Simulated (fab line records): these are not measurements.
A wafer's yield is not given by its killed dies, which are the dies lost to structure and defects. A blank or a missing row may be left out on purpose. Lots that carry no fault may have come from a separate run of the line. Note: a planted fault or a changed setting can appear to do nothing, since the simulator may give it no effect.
fab line records    flow sky130
record lots=6  wafers=18  last_day=50
route steps=708 shown NWELL@65 PAD_OPEN@708
lots with no fault: from the same line, run without faults
start_h: hours from the record's first day to the start of the lot's first wafer shown    wait_h: hours since the lot's step before    " repeats the value in the row above    L1.1+2: a single row standing in for several wafers    - no value present, or no start provided    * or withheld: withheld    < > ~ a bound
route shown NAME@n: names a module that has steps shown in the file, with the first one's number in the route    usual: mean/standard deviation of fault-free wafers    same: alike in all rows    chamber/n: place in a boat    sites: the reading at each site    _std_site: their standard deviation    _edge_site: the outer-site mean with the inner-site mean subtracted    radius_mm: for every site, how far away it sits from the centre of the wafer    mask NAME#n: copy n    behind: the tool/chamber that last shaped the wafer    hold: what put the lot on hold/how long, in hours/how the hold closed    device: the transistor (n, p or np) that didn't switch    end of line: tests of these same wafers at the route's end    step lacking rows: just its recipe    killed: dies lost to structure and defects at the first sort, not the wafer's yield    map: a wafer's dies, marking killed ones x, the rest . and places with no die _
set.NAME: the run value of the setting; set.NAME@STEP: its run value at that earlier step    model.NAME: the simulator's own value behind a step, which no gauge read
lots at some steps of the route; a table a step, a row a wafer
services: when a tool's chamber went out of use (start_h, in hours from the record's first day, below 0 if earlier), for how many hours, and the reason
## steps
# step SKY_NWELL_IMPLANT_12
# recipe species=P  energy_kev=120  dose_cm2=1.3e+12  tilt_deg=withheld
# step SKY_NWELL_IMPLANT_13
# recipe species=P  energy_kev=50  dose_cm2=7e+11  tilt_deg=withheld
# step SKY_NWELL_STRIP_14
# recipe chemistry=O2/N2  power_w=1400  pressure_mtorr=1500  platen_temp_c=withheld  o2_flow_sccm=3000  n2_flow_sccm=300  overash_fraction=0.5
# usual drypump_motor_current_A=5.5/0.37  oes_product_au=0.722/0.0048  strip_time_to_endpoint_s=36.95/0.11
lot.wafer  tool             chamber  start_h  wait_h  drypump_motor_current_A  oes_product_au  rf_hours_counter_h  strip_time_to_endpoint_s
L311.3     plasma_asher-02  1        101.90   0.1     4.9                      0.723           -                   36.95
L311.4     "                0        "        "       5.8                      0.721           -                   36.81
L311.5     "                1        "        "       5.0                      0.723           -                   36.82
L314.3     plasma_asher-02  0        115.38   0.1     5.8                      0.723           -                   36.93
L314.4     "                1        "        "       5.0                      0.719           -                   36.96
L314.6     "                0        "        "       5.8                      0.718           -                   36.83
L315.2     plasma_asher-02  0        122.49   0.1     5.8                      0.725           43                  36.99
L315.3     "                1        "        "       5.0                      0.726           -                   36.92
L315.6     "                1        "        "       5.0                      0.722           -                   36.98
L320.1     plasma_asher-01  1        148.29   0.1     5.6                      0.730           3                   37.01
L320.4     "                1        "        "       5.6                      0.721           -                   37.12
L320.6     "                1        "        "       5.6                      0.724           -                   37.08
L326.1     plasma_asher-03  1        184.84   0.1     5.7                      0.723           51                  37.06
L326.3     "                0        "        "       4.9                      0.717           -                   37.07
L326.5     "                0        "        "       4.9                      0.722           -                   37.09
L330.1     plasma_asher-02  1        209.19   0.1     5.0                      0.712           52                  37.10
L330.2     "                0        "        "       5.9                      0.726           52                  36.86
L330.3     "                1        "        "       5.0                      0.720           -                   36.97
# step SKY_NWELL_TW_MEAS_15
# usual NWELL_TW=1832/9.3
lot.wafer  tool           chamber  start_h  wait_h  NWELL_TW
L311.3     film_metro-01  -        101.99   0.1     1836
L311.4     "              -        "        "       1838
L311.5     "              -        "        "       1840
L314.3     film_metro-04  -        115.46   0.1     1822
L314.4     "              -        "        "       1830
L314.6     "              -        "        "       1833
L315.2     film_metro-02  -        122.60   0.1     1824
L315.3     "              -        "        "       1819
L315.6     "              -        "        "       1825
L320.1     film_metro-01  -        148.39   0.1     1843
L320.4     "              -        "        "       1836
L320.6     "              -        "        "       1836
L326.1     film_metro-02  -        184.94   0.1     1839
L326.3     "              -        "        "       1828
L326.5     "              -        "        "       1832
L330.1     film_metro-01  -        209.29   0.1     1824
L330.2     "              -        "        "       1825
L330.3     "              -        "        "       1830
# step SKY_NWELL_DEHYDRATE_16
# recipe temp_c=200  time_s=60
# step SKY_NWELL_HMDS_17
# recipe prime_time_s=60  prime_temp_c=120
# step SKY_NWELL_COAT_18
# recipe spin_rpm=2000  resist_thk_nm=3000
# step SKY_NWELL_SOFTBAKE_19
# recipe temp_c=110  time_s=withheld
# step SKY_NWELL_EXPOSE_20
# recipe mask_id=NWM_COMPLEMENT  na=0.6  source_shape=conventional  sigma_outer=0.6  polarization=unpolarized  target_cd_nm=840  dose_mj=260
# step SKY_NWELL_PEB_21
# recipe temp_c=115  time_s=withheld
# step SKY_NWELL_DEVELOP_22
# recipe wall_angle_deg=90  developer=TMAH  develop_time_s=60  dev_temp_c=23
# step SKY_NWELL_OVL_MEAS_23
# usual NWELL_01_OVL=0.2/1.6
lot.wafer  tool        chamber  start_h  wait_h  NWELL_01_OVL[nm]
L311.3     overlay-02  -        119.77   -       -0.2
L311.4     "           -        "        "       -1.9
L311.5     "           -        "        "       -1.7
L314.3     overlay-01  -        133.72   -       -1.8
L314.4     "           -        "        "       -1.0
L314.6     "           -        "        "       -0.3
L315.2     overlay-01  -        140.04   -       1.1
L315.3     "           -        "        "       0.7
L315.6     "           -        "        "       -0.3
L320.1     overlay-02  -        168.86   -       3.3
L320.4     "           -        "        "       3.9
L320.6     "           -        "        "       1.9
L326.1     overlay-02  -        206.38   -       3.1
L326.3     "           -        "        "       3.7
L326.5     "           -        "        "       2.2
L330.1     overlay-02  -        232.81   -       -0.2
L330.2     "           -        "        "       0.1
L330.3     "           -        "        "       -1.6
# step SKY_NWELL_IMPLANT_24
# recipe species=B  energy_kev=140  dose_cm2=9.2e+12  tilt_deg=withheld
# usual beam_energy_keV=139.99/0.039
lot.wafer  tool          chamber  start_h  wait_h  beam_energy_keV  model.implant.drp_nm
L311.3     implanter-04  0        119.84   0.1     140.01           95.47
L311.4     "             0        "        "       139.98           95.47
L311.5     "             0        "        "       140.00           95.47
L314.3     implanter-02  0        133.79   0.1     139.97           95.47
L314.4     "             0        "        "       139.96           95.47
L314.6     "             0        "        "       140.01           95.47
L315.2     implanter-04  0        140.09   0.0     140.05           95.47
L315.3     "             0        "        "       139.99           95.47
L315.6     "             0        "        "       140.08           95.47
L320.1     implanter-04  0        168.89   0.0     140.01           95.47
L320.4     "             0        "        "       140.01           95.47
L320.6     "             0        "        "       139.99           95.47
L326.1     implanter-02  0        206.42   0.0     127.21           92.01
L326.3     "             0        "        "       127.18           92.01
L326.5     "             0        "        "       127.19           92.01
L330.1     implanter-02  0        232.84   0.0     127.32           92.01
L330.2     "             0        "        "       127.24           92.01
L330.3     "             0        "        "       127.25           92.01
# step SKY_NWELL_STRIP_25
# recipe chemistry=O2/N2  power_w=1400  pressure_mtorr=1500  platen_temp_c=withheld  o2_flow_sccm=3000  n2_flow_sccm=300  overash_fraction=0.5
# usual drypump_motor_current_A=5.4/0.38  oes_product_au=0.722/0.0047  strip_time_to_endpoint_s=36.97/0.096
lot.wafer  tool             chamber  start_h  wait_h  drypump_motor_current_A  oes_product_au  rf_hours_counter_h  strip_time_to_endpoint_s
L311.3     plasma_asher-03  0        119.98   0.1     4.9                      0.719           -                   36.94
L311.4     "                1        "        "       5.7                      0.724           -                   37.01
L311.5     "                0        "        "       4.9                      0.718           -                   37.05
L314.3     plasma_asher-01  1        133.93   0.1     5.6                      0.724           -                   36.86
L314.4     "                0        "        "       5.7                      0.717           -                   36.90
L314.6     "                0        "        "       5.7                      0.723           -                   36.99
L315.2     plasma_asher-02  0        140.22   0.1     5.9                      0.724           45                  37.16
L315.3     "                1        "        "       5.0                      0.719           -                   37.00
L315.6     "                1        "        "       5.0                      0.717           -                   37.02
L320.1     plasma_asher-02  1        169.04   0.1     5.0                      0.719           48                  36.99
L320.4     "                1        "        "       5.0                      0.727           -                   37.09
L320.6     "                0        "        "       5.9                      0.719           -                   37.04
L326.1     plasma_asher-03  0        206.57   0.1     4.9                      0.729           53                  36.98
L326.3     "                0        "        "       4.9                      0.726           -                   37.11
L326.5     "                0        "        "       4.9                      0.725           -                   36.98
L330.1     plasma_asher-03  0        232.99   0.1     4.9                      0.716           55                  36.90
L330.2     "                1        "        "       5.7                      0.724           55                  36.98
L330.3     "                0        "        "       4.9                      0.721           -                   36.84
# step SKY_PAD_OPEN_PROBE_99
# usual killed_at_M0_to_M3=43/7.2  killed_at_M4_up=3.0/2  killed_at_contacts=24/5.5  killed_at_front_end=15/4.2  killed_at_other=0.3/0.51  killed_dies=85/10  killed_open=46/7.3  killed_short=38/6.4
# same gross_dies=492  killed_at_back_side=0
lot.wafer  tool       chamber  start_h  wait_h  killed_at_M0_to_M3  killed_at_M4_up  killed_at_contacts  killed_at_front_end  killed_at_other  killed_dies  killed_open  killed_short  model.etest.res_iso_pwell.rs_ohm_sq  model.etest.pfet_16v.r_on_ohm_um  model.etest.res_iso_pwell.line_ohm_um  model.etest.tip_n_5v.rs_ohm_sq  model.etest.res_iso_pwell.width_nm  model.etest.res_nwell.width_nm  model.etest.pfet_16v.drive_ua_um  model.etest.field_n.vt_v
L311.3     prober-02  -        1093.48  0.2     48                  6                26                  17                   0                97           46           51            3328                                 1.514e+04                         1254                                   1402                            2643                                845.4                           248.4                             35.94
L311.4     prober-02  -        1093.53  0.2     39                  4                25                  14                   0                82           47           35            3263                                 1.506e+04                         1225                                   1397                            2636                                849.2                           250                               35.84
L311.5     prober-02  -        1093.58  0.2     40                  6                21                  19                   1                87           46           41            3432                                 1.543e+04                         1295                                   1399                            2637                                852.3                           247.9                             36.11
L314.3     prober-01  -        1114.94  0.2     48                  3                32                  8                    0                91           52           39            2795                                 1.522e+04                         1045                                   1367                            2671                                836.5                           241.1                             35.82
L314.4     prober-01  -        1114.99  0.2     27                  1                31                  12                   0                71           40           31            2736                                 1.525e+04                         1039                                   1368                            2646                                831.5                           240.7                             35.49
L314.6     prober-01  -        1115.09  0.2     45                  5                28                  23                   0                101          45           56            2831                                 1.539e+04                         1068                                   1368                            2658                                837.2                           240.1                             36.12
L315.2     prober-02  -        1120.75  0.1     37                  4                26                  16                   0                83           37           46            3066                                 1.531e+04                         1160                                   1383                            2639                                854.6                           241.4                             35.71
L315.3     prober-02  -        1120.80  0.2     40                  4                29                  17                   0                90           48           42            3143                                 1.557e+04                         1203                                   1397                            2642                                849                             242                               36.05
L315.6     prober-02  -        1120.95  0.2     28                  3                20                  17                   0                68           35           33            3141                                 1.531e+04                         1184                                   1381                            2636                                840.3                           241.3                             35.99
L320.1     prober-02  -        1143.82  0.1     41                  2                26                  9                    0                78           42           36            3341                                 1.592e+04                         1265                                   1403                            2633                                848.7                           234.8                             36.19
L320.4     prober-02  -        1143.97  0.2     32                  3                18                  11                   0                64           29           35            3404                                 1.574e+04                         1284                                   1384                            2644                                842.4                           235.6                             36.32
L320.6     prober-02  -        1144.07  0.2     33                  6                29                  16                   0                84           42           42            3225                                 1.571e+04                         1230                                   1389                            2653                                841.6                           237.1                             35.89
L326.1     prober-02  -        1178.93  0.1     43                  1                12                  19                   1                76           42           34            4304                                 1.649e+04                         1649                                   1408                            2592                                869.6                           230.9                             33.75
L326.3     prober-02  -        1179.03  0.2     35                  5                26                  11                   0                77           42           35            4043                                 1.606e+04                         1541                                   1394                            2610                                865.7                           237.8                             34.08
L326.5     prober-02  -        1179.13  0.2     51                  4                22                  8                    0                85           49           36            4320                                 1.662e+04                         1659                                   1402                            2616                                867.2                           228.8                             33.67
L330.1     prober-02  -        1197.59  0.1     54                  4                22                  13                   0                93           52           41            3979                                 1.588e+04                         1519                                   1428                            2636                                859                             241.6                             33.94
L330.2     prober-02  -        1197.64  0.1     54                  1                23                  19                   0                97           57           40            3968                                 1.596e+04                         1488                                   1438                            2631                                861.1                           243.1                             33.95
L330.3     prober-02  -        1197.69  0.2     52                  3                26                  18                   1                100          55           45            4081                                 1.618e+04                         1538                                   1434                            2632                                864.1                           237.2                             33.83
# killed by level:class
L311.3 VIA3:geometric_particle:open=11 LI_CONTACT:geometric_particle:open=9 VIA2:geometric_particle:open=9 FIELD_ISO:geometric_particle:short=8 CONTACT:geometric_particle:open=7 VIA3:geometric_particle:short=7 VIA2:geometric_particle:short=6 POLY_GATE:geometric_particle:short=5
L311.4 LI_CONTACT:geometric_particle:open=9 VIA3:geometric_particle:open=9 CONTACT:geometric_particle:open=9 VIA1:geometric_particle:open=6 VIA2:geometric_particle:open=5 LOCAL_INTERCONNECT:geometric_particle:short=4 VIA3:geometric_particle:short=4 METAL4:geometric_particle:short=4
L311.5 METAL2:geometric_particle:short=11 VIA3:geometric_particle:open=10 FIELD_ISO:geometric_particle:open=7 CONTACT:geometric_particle:open=7 VIA2:geometric_particle:open=7 LOCAL_INTERCONNECT:geometric_particle:short=6 FIELD_ISO:geometric_particle:short=4 VIA1:geometric_particle:open=4
L314.3 VIA1:geometric_particle:open=10 VIA2:geometric_particle:open=10 LI_CONTACT:geometric_particle:open=8 CONTACT:geometric_particle:open=8 VIA3:geometric_particle:open=7 LOCAL_INTERCONNECT:geometric_particle:short=6 CONTACT:geometric_particle:short=5 VIA3:geometric_particle:short=5
L314.4 CONTACT:geometric_particle:open=13 LI_CONTACT:geometric_particle:open=8 VIA1:geometric_particle:open=6 CONTACT:geometric_particle:short=5 METAL1:geometric_particle:short=5 VIA2:geometric_particle:open=5 FIELD_ISO:geometric_particle:short=4 FIELD_ISO:geometric_particle:open=3
L314.6 METAL1:geometric_particle:short=10 CONTACT:geometric_particle:open=8 FIELD_ISO:geometric_particle:short=7 FIELD_ISO:geometric_particle:open=7 VIA1:geometric_particle:open=7 LI_CONTACT:geometric_particle:open=6 LOCAL_INTERCONNECT:geometric_particle:short=6 VIA3:geometric_particle:short=5
L315.2 CONTACT:geometric_particle:open=8 METAL1:geometric_particle:short=7 VIA3:geometric_particle:open=7 CONTACT:geometric_particle:short=6 FIELD_ISO:geometric_particle:short=5 LI_CONTACT:geometric_particle:open=5 POLY_GATE:geometric_particle:short=5 LOCAL_INTERCONNECT:geometric_particle:short=5
L315.3 LI_CONTACT:geometric_particle:open=10 VIA2:geometric_particle:open=10 CONTACT:geometric_particle:open=9 METAL2:geometric_particle:short=6 VIA1:geometric_particle:open=6 POLY_GATE:geometric_particle:short=5 CONTACT:geometric_particle:short=5 METAL1:geometric_particle:short=5
L315.6 CONTACT:geometric_particle:open=9 POLY_GATE:geometric_particle:open=7 CONTACT:geometric_particle:short=6 VIA2:geometric_particle:open=6 FIELD_ISO:geometric_particle:short=5 METAL1:geometric_particle:short=4 VIA1:geometric_particle:open=4 LOCAL_INTERCONNECT:geometric_particle:short=3
L320.1 CONTACT:geometric_particle:open=13 METAL1:geometric_particle:short=9 VIA1:geometric_particle:open=6 LI_CONTACT:geometric_particle:open=5 LOCAL_INTERCONNECT:geometric_particle:short=5 METAL2:geometric_particle:short=5 VIA2:geometric_particle:short=5 VIA2:geometric_particle:open=5
L320.4 VIA1:geometric_particle:open=9 CONTACT:geometric_particle:open=8 FIELD_ISO:geometric_particle:short=6 METAL2:geometric_particle:short=6 CONTACT:geometric_particle:short=5 METAL3:geometric_particle:short=4 LI_CONTACT:geometric_particle:open=3 METAL1:geometric_particle:short=3
L320.6 CONTACT:geometric_particle:open=10 VIA1:geometric_particle:open=8 LI_CONTACT:geometric_particle:open=7 CONTACT:geometric_particle:short=6 METAL2:geometric_particle:short=6 VIA1:geometric_particle:short=5 POLY_GATE:geometric_particle:open=4 LOCAL_INTERCONNECT:geometric_particle:short=4
L326.1 METAL2:geometric_particle:short=8 VIA3:geometric_particle:open=8 VIA1:geometric_particle:open=8 VIA2:geometric_particle:open=7 LI_CONTACT:geometric_particle:open=6 FIELD_ISO:geometric_particle:open=5 POLY_GATE:geometric_particle:short=5 VIA1:geometric_particle:short=4
L326.3 CONTACT:geometric_particle:short=9 VIA1:geometric_particle:open=8 LI_CONTACT:geometric_particle:open=7 CONTACT:geometric_particle:open=7 METAL2:geometric_particle:short=6 VIA2:geometric_particle:open=6 VIA3:geometric_particle:open=5 VIA1:geometric_particle:short=4
L326.5 VIA1:geometric_particle:open=17 CONTACT:geometric_particle:open=10 METAL1:geometric_particle:short=8 VIA3:geometric_particle:open=5 FIELD_ISO:geometric_particle:open=4 LI_CONTACT:geometric_particle:open=4 CONTACT:geometric_particle:short=4 VIA1:geometric_particle:short=4
L330.1 VIA1:geometric_particle:open=19 LI_CONTACT:geometric_particle:open=7 CONTACT:geometric_particle:open=7 VIA3:geometric_particle:open=6 VIA2:geometric_particle:open=6 VIA2:geometric_particle:short=5 METAL2:geometric_particle:short=5 VIA1:geometric_particle:short=5
L330.2 VIA1:geometric_particle:open=11 VIA2:geometric_particle:open=11 CONTACT:geometric_particle:open=8 LI_CONTACT:geometric_particle:open=7 VIA3:geometric_particle:short=7 FIELD_ISO:geometric_particle:short=5 FIELD_ISO:geometric_particle:open=4 LOCAL_INTERCONNECT:geometric_particle:short=4
L330.3 VIA1:geometric_particle:open=17 CONTACT:geometric_particle:open=11 METAL2:geometric_particle:short=8 POLY_GATE:geometric_particle:short=7 VIA3:geometric_particle:open=6 LI_CONTACT:geometric_particle:open=5 CONTACT:geometric_particle:short=5 METAL1:geometric_particle:short=5
## services
tool             chamber  start_h  hours  kind
plasma_asher-01  -        82.22    0.8    repair
plasma_asher-01  -        89.06    1.5    repair
plasma_asher-01  -        100.36   2.8    pm
plasma_asher-01  -        108.75   9.0    pm
plasma_asher-01  0        108.75   9.0    vent_cycle
plasma_asher-01  1        108.75   9.0    vent_cycle
implanter-02     -        110.73   1.2    repair
plasma_asher-01  0        117.75   -      clean
plasma_asher-01  1        117.75   -      clean
implanter-02     -        169.11   2.8    repair
implanter-04     -        184.35   4.5    pm
implanter-04     -        201.16   3.9    repair
plasma_asher-03  -        217.29   0.4    repair
plasma_asher-03  -        221.42   2.7    pm
## key
first_sign step=SKY_NWELL_IMPLANT_24  reading=beam_energy_keV  direction=down  sigmas=99+  usual=*  struck=*
effect none on later readings
model_effect step=SKY_NWELL_IMPLANT_24  value=implant.drp_nm  without=95.47  struck=92.01
model_effect step=SKY_PAD_OPEN_PROBE_99  value=etest.res_iso_pwell.rs_ohm_sq  without=3049  struck=4116
met_at SKY_NWELL_IMPLANT_24
struck_wafers L326.1,L326.3,L326.5,L330.1,L330.2,L330.3
tester_left_out L326,L330
onset_between 133.79 206.42
fault kind=process_parameter_drift  tool=implanter-02  chamber=-  onset_h=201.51  steps=SKY_NWELL_IMPLANT_24  channel=energy_kev  offset=*  shape=step  end_h=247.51  acts_in=*  stated=*
# tester_left_out: of these lots the tester's yield and bins aren't shown, on N5 and GAA mostly nor the transistor test; their killed dies are dies lost to structure and defects alone, not to doping, threshold or leakage, so they don't give the yield
